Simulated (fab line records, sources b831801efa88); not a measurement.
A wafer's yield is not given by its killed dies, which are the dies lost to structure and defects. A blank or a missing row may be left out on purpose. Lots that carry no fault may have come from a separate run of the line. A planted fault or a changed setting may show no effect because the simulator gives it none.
fab line records | flow gf180mcu
record: lots: 5 | wafers: 15 | lastDay: 34
route steps=602 shown M1@320
lots that met no fault: taken from a fault-free run of the same line
startH: start of the lot's first displayed wafer, in hours after the record's first day | waitH: time in hours since the lot's previous step | " same as the row above | L1.1+2: one row covering several wafers at once | - no value, or no start was given | * or withheld: withheld | < > ~ a bound
route shown NAME@n: names a module that has steps shown in the file, with the first one's number in the route | usual: mean/standard deviation taken from wafers without a fault | same: alike in all rows | chamber/n: place in a boat | sites: readings site by site | _std_site: their standard deviation | _edge_site: inner sites' mean taken away from outer sites' mean | radiusMm: how far each site lies from the wafer's centre | mask NAME#n: copy n | behind: tool/chamber where the wafer was last shaped | hold: cause of the lot's hold/its duration in hours/its outcome | device: the n, p or np transistor that did not switch | end of line: at the end of the route, the tests of the same wafers | a step without rows: its recipe alone | killed: not the wafer's yield, but the dies lost to structure and defects at the first sort | map: shows each die of a wafer: x if killed, . if not, _ if none is there
set.NAME: the setting that was run; set.NAME@STEP: the one run at that earlier step | model.NAME: the simulator's own value behind a step, which no gauge read
lots seen at some steps along the route; tables by step, rows by wafer
services: from which hour (startH, from the record's first day; less than 0 if before it) a tool's chamber was out of use, for how many hours, and why
== steps ==
step: GF_M1_RS_MEAS_05
recipe: thkMeasGauge: four-point-probe | reads: TiN_of_M1_SPUTTER_04+Ti_of_M1_SPUTTER_03+AlCu_of_M1_SPUTTER_02+TiN_of_M1_SPUTTER_01+Ti_of_M1_SPUTTER_00
usual: M1_ALCU_RS: 0.0700/0.00069
lot.wafer | tool         | chamber | startH | waitH | M1_ALCU_RS[ohm/sq]
L088.1    | filmMetro-01 | -       | 492.65 | 0.0   | 0.0693
L088.3    | "            | -       | "      | "     | 0.0700
L088.6    | "            | -       | "      | "     | 0.0700
L090.1    | filmMetro-04 | -       | 505.94 | 0.0   | 0.0699
L090.2    | "            | -       | "      | "     | 0.0701
L090.4    | "            | -       | "      | "     | 0.0701
L093.2    | filmMetro-01 | -       | 527.22 | 0.0   | 0.0692
L093.5    | "            | -       | "      | "     | 0.0698
L093.6    | "            | -       | "      | "     | 0.0703
L094.1    | filmMetro-01 | -       | 539.83 | 0.0   | 0.0708
L094.2    | "            | -       | "      | "     | 0.0690
L094.6    | "            | -       | "      | "     | 0.0695
L096.1    | filmMetro-01 | -       | 550.25 | 0.0   | 0.0693
L096.2    | "            | -       | "      | "     | 0.0715
L096.3    | "            | -       | "      | "     | 0.0697
step: GF_M1_THK_MEAS_06
recipe: thkMeasGauge: xrf | reads: AlCu_of_M1_SPUTTER_02
usual: M1_ALCU_THK: 452/4.8
lot.wafer | tool         | chamber | startH | waitH | M1_ALCU_THK[nm]
L088.1    | filmMetro-01 | -       | 492.77 | 0.1   | 457
L088.3    | "            | -       | "      | "     | 453
L088.6    | "            | -       | "      | "     | 451
L090.1    | filmMetro-04 | -       | 506.06 | 0.1   | 454
L090.2    | "            | -       | "      | "     | 451
L090.4    | "            | -       | "      | "     | 452
L093.2    | filmMetro-01 | -       | 527.33 | 0.1   | 454
L093.5    | "            | -       | "      | "     | 450
L093.6    | "            | -       | "      | "     | 448
L094.1    | filmMetro-01 | -       | 539.95 | 0.1   | 446
L094.2    | "            | -       | "      | "     | 457
L094.6    | "            | -       | "      | "     | 453
L096.1    | filmMetro-01 | -       | 550.37 | 0.1   | 456
L096.2    | "            | -       | "      | "     | 442
L096.3    | "            | -       | "      | "     | 450
step: GF_M1_DEHYDRATE_07
recipe: tempC: 200 | timeS: 60
usual: resistLineTempC: 23.01/0.12
lot.wafer | tool          | chamber | startH | waitH | resistLineTempC
L088.1    | lithoTrack-01 | 0       | 502.63 | 9.9   | 22.87
L088.3    | "             | 0       | "      | "     | 22.94
L088.6    | "             | 0       | "      | "     | 22.89
L090.1    | lithoTrack-02 | 0       | 517.11 | 11.0  | 22.85
L090.2    | "             | 0       | "      | "     | 22.94
L090.4    | "             | 0       | "      | "     | 22.83
L093.2    | lithoTrack-04 | 0       | 538.45 | 11.1  | 23.10
L093.5    | "             | 0       | "      | "     | 22.98
L093.6    | "             | 0       | "      | "     | 23.07
L094.1    | lithoTrack-02 | 0       | 549.66 | 9.7   | 23.18
L094.2    | "             | 0       | "      | "     | 23.02
L094.6    | "             | 0       | "      | "     | 23.06
L096.1    | lithoTrack-04 | 0       | 561.27 | 10.9  | 22.78
L096.2    | "             | 0       | "      | "     | 23.01
L096.3    | "             | 0       | "      | "     | 22.85
step: GF_M1_HMDS_08
recipe: primeTimeS: 60 | primeTempC: 120
usual: resistLineTempC: 22.99/0.11
lot.wafer | tool          | chamber | startH | waitH | resistLineTempC
L088.1    | lithoTrack-01 | 0       | 502.78 | 0.1   | 23.09
L088.3    | "             | 0       | "      | "     | 23.13
L088.6    | "             | 0       | "      | "     | 23.09
L090.1    | lithoTrack-02 | 0       | 517.26 | 0.1   | 22.86
L090.2    | "             | 0       | "      | "     | 23.21
L090.4    | "             | 0       | "      | "     | 23.10
L093.2    | lithoTrack-04 | 0       | 538.60 | 0.1   | 22.93
L093.5    | "             | 0       | "      | "     | 22.90
L093.6    | "             | 0       | "      | "     | 22.95
L094.1    | lithoTrack-02 | 0       | 549.81 | 0.1   | 23.07
L094.2    | "             | 0       | "      | "     | 22.91
L094.6    | "             | 0       | "      | "     | 23.07
L096.1    | lithoTrack-04 | 0       | 561.42 | 0.1   | 22.90
L096.2    | "             | 0       | "      | "     | 23.06
L096.3    | "             | 0       | "      | "     | 22.94
step: GF_M1_COAT_09
recipe: resist: KrF | spinRpm: withheld | resistThkNm: 1000
usual: resistLineTempC: 22.98/0.098
lot.wafer | tool          | chamber | startH | waitH | resistLineTempC
L088.1    | lithoTrack-01 | 0       | 502.93 | 0.1   | 22.94
L088.3    | "             | 0       | "      | "     | 22.76
L088.6    | "             | 0       | "      | "     | 23.04
L090.1    | lithoTrack-02 | 0       | 517.41 | 0.1   | 23.01
L090.2    | "             | 0       | "      | "     | 23.00
L090.4    | "             | 0       | "      | "     | 23.05
L093.2    | lithoTrack-04 | 0       | 538.75 | 0.1   | 23.03
L093.5    | "             | 0       | "      | "     | 22.88
L093.6    | "             | 0       | "      | "     | 22.98
L094.1    | lithoTrack-02 | 0       | 549.96 | 0.1   | 23.06
L094.2    | "             | 0       | "      | "     | 23.05
L094.6    | "             | 0       | "      | "     | 22.92
L096.1    | lithoTrack-04 | 0       | 561.57 | 0.1   | 23.04
L096.2    | "             | 0       | "      | "     | 22.87
L096.3    | "             | 0       | "      | "     | 22.99
step: GF_M1_SOFTBAKE_10
recipe: tempC: 130 | timeS: 60 | resist: KrF
usual: resistLineTempC: 23.01/0.1
lot.wafer | tool          | chamber | startH | waitH | resistLineTempC
L088.1    | lithoTrack-01 | 0       | 503.08 | 0.1   | 22.87
L088.3    | "             | 0       | "      | "     | 22.81
L088.6    | "             | 0       | "      | "     | 22.83
L090.1    | lithoTrack-02 | 0       | 517.56 | 0.1   | 23.07
L090.2    | "             | 0       | "      | "     | 23.11
L090.4    | "             | 0       | "      | "     | 23.06
L093.2    | lithoTrack-04 | 0       | 538.90 | 0.1   | 23.05
L093.5    | "             | 0       | "      | "     | 23.01
L093.6    | "             | 0       | "      | "     | 23.04
L094.1    | lithoTrack-02 | 0       | 550.11 | 0.1   | 23.00
L094.2    | "             | 0       | "      | "     | 23.05
L094.6    | "             | 0       | "      | "     | 22.94
L096.1    | lithoTrack-04 | 0       | 561.72 | 0.1   | 23.12
L096.2    | "             | 0       | "      | "     | 23.11
L096.3    | "             | 0       | "      | "     | 23.04
step: GF_M1_EXPOSE_11
recipe: maskId: Metal1 | targetCdNm: 230 | na: 0.68 | sourceShape: conventional | sigmaOuter: 0.6 | doseMj: 28
lot.wafer  | tool          | chamber | startH | waitH | mask
L088.1+3+6 | krfScanner-01 | 0       | -      | -     | Metal1#0
L090.1+2+4 | krfScanner-01 | 0       | -      | -     | Metal1#0
L093.2+5+6 | krfScanner-02 | 0       | -      | -     | Metal1#0
L094.1+2+6 | krfScanner-01 | 0       | -      | -     | Metal1#0
L096.1+2+3 | krfScanner-01 | 0       | -      | -     | Metal1#0
step: GF_M1_PEB_12
recipe: pebTempC: 135 | pebTimeS: 90 | resist: KrF
usual: resistLineTempC: 22.99/0.1
lot.wafer | tool          | chamber | startH | waitH | resistLineTempC
L088.1    | lithoTrack-01 | 0       | -      | -     | 22.87
L088.3    | "             | 0       | "      | "     | 22.83
L088.6    | "             | 0       | "      | "     | 22.80
L090.1    | lithoTrack-02 | 0       | -      | -     | 23.10
L090.2    | "             | 0       | "      | "     | 23.16
L090.4    | "             | 0       | "      | "     | 23.11
L093.2    | lithoTrack-02 | 0       | -      | -     | 22.93
L093.5    | "             | 0       | "      | "     | 23.02
L093.6    | "             | 0       | "      | "     | 22.97
L094.1    | lithoTrack-02 | 0       | -      | -     | 23.04
L094.2    | "             | 0       | "      | "     | 23.08
L094.6    | "             | 0       | "      | "     | 22.89
L096.1    | lithoTrack-04 | 0       | -      | -     | 22.93
L096.2    | "             | 0       | "      | "     | 22.93
L096.3    | "             | 0       | "      | "     | 23.01
step: GF_M1_DEVELOP_13
recipe: developTimeS: 60 | devTempC: 21
usual: resistLineTempC: 23.01/0.11
same: developTimeS: 60
lot.wafer | tool          | chamber | startH | waitH | resistLineTempC
L088.1    | lithoTrack-01 | 0       | 515.43 | 0.2   | 22.97
L088.3    | "             | 0       | "      | "     | 23.01
L088.6    | "             | 0       | "      | "     | 22.81
L090.1    | lithoTrack-02 | 0       | 527.86 | 0.2   | 23.04
L090.2    | "             | 0       | "      | "     | 22.97
L090.4    | "             | 0       | "      | "     | 22.96
L093.2    | lithoTrack-02 | 0       | 549.24 | 0.2   | 23.14
L093.5    | "             | 0       | "      | "     | 23.02
L093.6    | "             | 0       | "      | "     | 22.94
L094.1    | lithoTrack-02 | 0       | 561.71 | 0.2   | 23.13
L094.2    | "             | 0       | "      | "     | 23.13
L094.6    | "             | 0       | "      | "     | 23.15
L096.1    | lithoTrack-04 | 0       | 571.92 | 0.2   | 23.22
L096.2    | "             | 0       | "      | "     | 22.96
L096.3    | "             | 0       | "      | "     | 23.08
step: GF_M1_CD_MEAS_14
recipe: targetCdNm: 230
usual: cdNm: 230.0/1.2
lot.wafer | tool     | chamber | startH | waitH | cdNm
L088.1    | cdSem-02 | -       | 515.58 | 0.1   | 229.1
L088.3    | "        | -       | "      | "     | 230.6
L088.6    | "        | -       | "      | "     | 229.7
L090.1    | cdSem-02 | -       | 528.01 | 0.1   | 231.3
L090.2    | "        | -       | "      | "     | 228.9
L090.4    | "        | -       | "      | "     | 229.7
L093.2    | cdSem-01 | -       | 549.38 | 0.1   | 230.4
L093.5    | "        | -       | "      | "     | 229.6
L093.6    | "        | -       | "      | "     | 231.8
L094.1    | cdSem-01 | -       | 561.86 | 0.1   | 229.4
L094.2    | "        | -       | "      | "     | 228.8
L094.6    | "        | -       | "      | "     | 229.5
L096.1    | cdSem-02 | -       | 572.07 | 0.1   | 230.9
L096.2    | "        | -       | "      | "     | 230.9
L096.3    | "        | -       | "      | "     | 230.7
step: GF_M1_OVL_MEAS_15
usual: M1_OVL: 1/5.4
lot.wafer | tool       | chamber | startH | waitH | M1_OVL[nm]
L088.1    | overlay-01 | -       | 515.70 | 0.1   | -1
L088.3    | "          | -       | "      | "     | -2
L088.6    | "          | -       | "      | "     | 2
L090.1    | overlay-01 | -       | 528.13 | 0.1   | -8
L090.2    | "          | -       | "      | "     | -3
L090.4    | "          | -       | "      | "     | 6
L093.2    | overlay-01 | -       | 549.49 | 0.1   | 2
L093.5    | "          | -       | "      | "     | -2
L093.6    | "          | -       | "      | "     | -1
L094.1    | overlay-02 | -       | 561.98 | 0.1   | -1
L094.2    | "          | -       | "      | "     | 15
L094.6    | "          | -       | "      | "     | 4
L096.1    | overlay-01 | -       | 572.19 | 0.1   | 3
L096.2    | "          | -       | "      | "     | 8
L096.3    | "          | -       | "      | "     | -6
== services ==
tool          | chamber | startH | hours | kind
krfScanner-02 | -       | 483.16 | 0.8   | repair
krfScanner-01 | -       | 513.81 | 0.8   | pm
krfScanner-02 | -       | 516.07 | 1.3   | pm
krfScanner-02 | -       | 517.49 | 1.0   | pm
krfScanner-02 | -       | 552.57 | 0.8   | pm
krfScanner-01 | 0       | 563.06 | -     | calibration
krfScanner-01 | -       | 570.21 | 1.3   | pm
== key ==
fault none
